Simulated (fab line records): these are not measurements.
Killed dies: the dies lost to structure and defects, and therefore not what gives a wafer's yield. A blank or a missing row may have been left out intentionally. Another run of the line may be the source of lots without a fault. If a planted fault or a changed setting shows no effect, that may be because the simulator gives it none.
Struck lot and sound lot, side by side / flow sky130 / 35 steps out of a route of 708
Sound: these wafers, L926.2, L926.4, L926.6. Struck: wafer L932.1. (L932.3, L932.5 of the same lot were not struck and are left out.) The cause comes at the end.
For every step that has rows: the tool of each side, followed by ch and its chambers, followed by its first start. Under that, the readings that differ: sound wafers / struck wafers / difference of the means / sigmas: that difference in standard deviations of wafers without a fault.
alike: words and numbers the same on both sides, and readings whose means are apart by under 2 such deviations; not compared: readings that were withheld, readings missing a value for some wafer, numbers with overlapping values and no deviation given by the record, and bounds like >300 which may hide the same value.
The two part at a step that has a row with sigmas, a row that says differs or no value, or rows on one side only. Numbers that don't overlap but have no deviation are shown without sigmas and don't part them. A reading missing from all wafers of one side parts the sides only when that side holds two or more wafers.

first, 9 steps without rows for these wafers: SKY_LOCAL_INTERCONNECT_DEHYDRATE_03 (time 60 s); SKY_LOCAL_INTERCONNECT_HMDS_04 (prime time 60 s); SKY_LOCAL_INTERCONNECT_COAT_05 (resist thk 60 nm); SKY_LOCAL_INTERCONNECT_COAT_06 (resist thk 450 nm); SKY_LOCAL_INTERCONNECT_SOFTBAKE_07 (time 90 s); SKY_LOCAL_INTERCONNECT_EXPOSE_08 (exposes mask LI1M, target cd 170 nm); SKY_LOCAL_INTERCONNECT_PEB_09; SKY_LOCAL_INTERCONNECT_DEVELOP_10 (develop time 60 s); SKY_LOCAL_INTERCONNECT_ETCH_13 (etches BARC in N2/H2, stops on SiO2, time 45.9 s, target depth 60 nm).
SKY_LOCAL_INTERCONNECT_METAL_ETCH_14: etches TiN in Cl2/BCl3, stops on PSG, target depth 110 nm, time 31.4 s.
  sound on rie-metal-01 ch 0,1, day 33 04:26; struck on rie-metal-01 ch 0, day 35 03:02
  alike: drypump-motor-current-A, oes-product-au, throttle-valve-pct
  not compared: rf-hours-counter-h
then, 24 steps without rows for these wafers: SKY_LOCAL_INTERCONNECT_STRIP_15 (strips in O2/N2); SKY_LOCAL_INTERCONNECT_STRIP_16 (strips in post etch residue remover, time 1200 s); SKY_LOCAL_INTERCONNECT_CLEAN_17 (cleans in IPA, time 180 s); SKY_LOCAL_INTERCONNECT_CLEAN_18 (cleans in O3/DIW); SKY_CONTACT_CVD_00 (deposits Si3N4, target thk 75 nm); SKY_CONTACT_HDPCVD_02 (deposits SiO2, target thk 565 nm, time 94.2 s); SKY_CONTACT_CMP_04 (polishes SiO2); SKY_CONTACT_DEHYDRATE_06 (time 60 s); SKY_CONTACT_HMDS_07 (prime time 60 s); SKY_CONTACT_COAT_08 (resist thk 60 nm); SKY_CONTACT_COAT_09 (resist thk 450 nm); SKY_CONTACT_SOFTBAKE_10 (time 90 s); SKY_CONTACT_EXPOSE_11 (exposes mask CTM1, target cd 170 nm); SKY_CONTACT_PEB_12; SKY_CONTACT_DEVELOP_13 (develop time 60 s); SKY_CONTACT_ETCH_16 (etches BARC in N2/H2, stops on SiO2, time 45.9 s, target depth 60 nm); SKY_CONTACT_ETCH_17 (etches SiO2 in C4F8/O2/Ar, stops on Si3N4, target depth 340 nm); SKY_CONTACT_ETCH_18 (etches Si3N4 in CHF3/O2, stops on TiN, time 39 s, target depth 75 nm); SKY_CONTACT_STRIP_19 (strips in O2/N2); SKY_CONTACT_STRIP_20 (strips in post etch residue remover, time 1200 s); SKY_CONTACT_CLEAN_21 (cleans in IPA, time 180 s); SKY_CONTACT_CLEAN_22 (cleans in O3/DIW); SKY_CONTACT_SPUTTER_23 (material TiN, target thk 20 nm, time 80 s); SKY_CONTACT_CVD_24 (deposits W, target thk 340 nm, time 102.12 s).
-- the record jumps here: 14 days lie between the struck wafers' starts before and after (it left off in module CONTACT and takes up again in module PAD_OPEN, whose first step shown is number 708 of the route) --
SKY_PAD_OPEN_PROBE_99:
  struck on prober-01, day 49 05:25; sound on prober-01, day 47 23:04
reading=killed-at-contacts; sound=26 14 21; struck=69; difference=+49; sigmas=+10
reading=killed-dies; sound=85 92 72; struck=132; difference=+49; sigmas=+6
reading=killed-on-rim; sound=19 21 9; struck=26; difference=+10; sigmas=+3
  alike: killed_at_M0_to_M3, killed_at_M4_up, killed-at-front-end, killed-at-other, killed-open, killed-short

WHERE THEY PART
Within this record, at SKY_PAD_OPEN_PROBE_99 only.

WHY: what the simulator had put in
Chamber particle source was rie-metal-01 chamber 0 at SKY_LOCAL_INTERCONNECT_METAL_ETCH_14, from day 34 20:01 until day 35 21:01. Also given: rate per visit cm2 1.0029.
